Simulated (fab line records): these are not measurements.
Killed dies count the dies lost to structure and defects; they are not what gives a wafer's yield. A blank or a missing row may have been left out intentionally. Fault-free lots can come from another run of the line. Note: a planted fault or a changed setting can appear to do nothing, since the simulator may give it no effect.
Chamber matching / flow gf180mcu / GF_SAB_CVD_00 on pecvd-02 has 3 sister chambers
The step deposits SiO2 from TEOS, target thk 50 nm, time 4.9302 s. 15 wafers are shown with their chamber, then 7 later ones without.

## EACH WAFER AND ITS CHAMBER
wafer=L492.1; chamber=2; heaterPowerW (W)=478; rfFwdPowerW (W)=588.6
wafer=L492.2; chamber=0; heaterPowerW (W)=616; rfFwdPowerW (W)=592.5
wafer=L492.4; chamber=0; heaterPowerW (W)=623; rfFwdPowerW (W)=590.7
wafer=L495.1; chamber=1; heaterPowerW (W)=732; rfFwdPowerW (W)=585.6
wafer=L495.3; chamber=2; heaterPowerW (W)=482; rfFwdPowerW (W)=588.1
wafer=L495.4; chamber=0; heaterPowerW (W)=631; rfFwdPowerW (W)=587.4
wafer=L497.4; chamber=0; heaterPowerW (W)=520; rfFwdPowerW (W)=590.4
wafer=L497.5; chamber=2; heaterPowerW (W)=483; rfFwdPowerW (W)=586.4
wafer=L497.6; chamber=1; heaterPowerW (W)=625; rfFwdPowerW (W)=584.3
wafer=L498.1; chamber=0; heaterPowerW (W)=555; rfFwdPowerW (W)=589.4
wafer=L498.2; chamber=1; heaterPowerW (W)=700; rfFwdPowerW (W)=583.1
wafer=L498.6; chamber=0; heaterPowerW (W)=552; rfFwdPowerW (W)=590.3
wafer=L499.2; chamber=2; heaterPowerW (W)=519; rfFwdPowerW (W)=586.7
wafer=L499.5; chamber=1; heaterPowerW (W)=619; rfFwdPowerW (W)=588.6
wafer=L499.6; chamber=2; heaterPowerW (W)=533; rfFwdPowerW (W)=589.0

SIGNATURES, as means of the wafers listed above
reading=heaterPowerW; chamber 0=582.83; chamber 1=669.00; chamber 2=499.00; scatter within a chamber=43.4
reading=rfFwdPowerW; chamber 0=590.117; chamber 1=585.400; chamber 2=587.760; scatter within a chamber=1.74
Rule: a wafer lies at a distance from a chamber equal to the root of the sum of squares, over the readings, of (its reading less the chamber's mean, divided by the reading's scatter). The wafer belongs to the nearest chamber; if the next one is less than 2 further off, it can't be placed. The scatter is the square root of a quotient: the sum, over the shown wafers, of each reading's squared deviation from its chamber's mean, divided by wafers minus chambers.

## WAFERS WITHOUT THEIR CHAMBER
wafer=L502.1; heaterPowerW (W)=532; rfFwdPowerW (W)=587.7
wafer=L502.3; heaterPowerW (W)=716; rfFwdPowerW (W)=584.9
wafer=L503.1; heaterPowerW (W)=650; rfFwdPowerW (W)=592.1
wafer=L503.3; heaterPowerW (W)=589; rfFwdPowerW (W)=588.2
wafer=L503.5; heaterPowerW (W)=640; rfFwdPowerW (W)=587.4
wafer=L506.3; heaterPowerW (W)=642; rfFwdPowerW (W)=590.5
wafer=L506.6; heaterPowerW (W)=657; rfFwdPowerW (W)=590.6

## EACH ONE'S CHAMBER
wafer=L502.1; from the rows above=can't be placed: 2 or 0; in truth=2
wafer=L502.3; from the rows above=1; in truth=1
wafer=L503.1; from the rows above=can't be placed: 0 or 1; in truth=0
wafer=L503.3; from the rows above=can't be placed: 0 or 2 or 1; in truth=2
wafer=L503.5; from the rows above=can't be placed: 1 or 0 or 2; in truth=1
wafer=L506.3; from the rows above=can't be placed: 0 or 1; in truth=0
wafer=L506.6; from the rows above=can't be placed: 0 or 1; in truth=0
Placed correctly: 1 of 7. Not placeable from these rows: 6 (in 6, the candidates include the true chamber). Placed wrongly: 0.
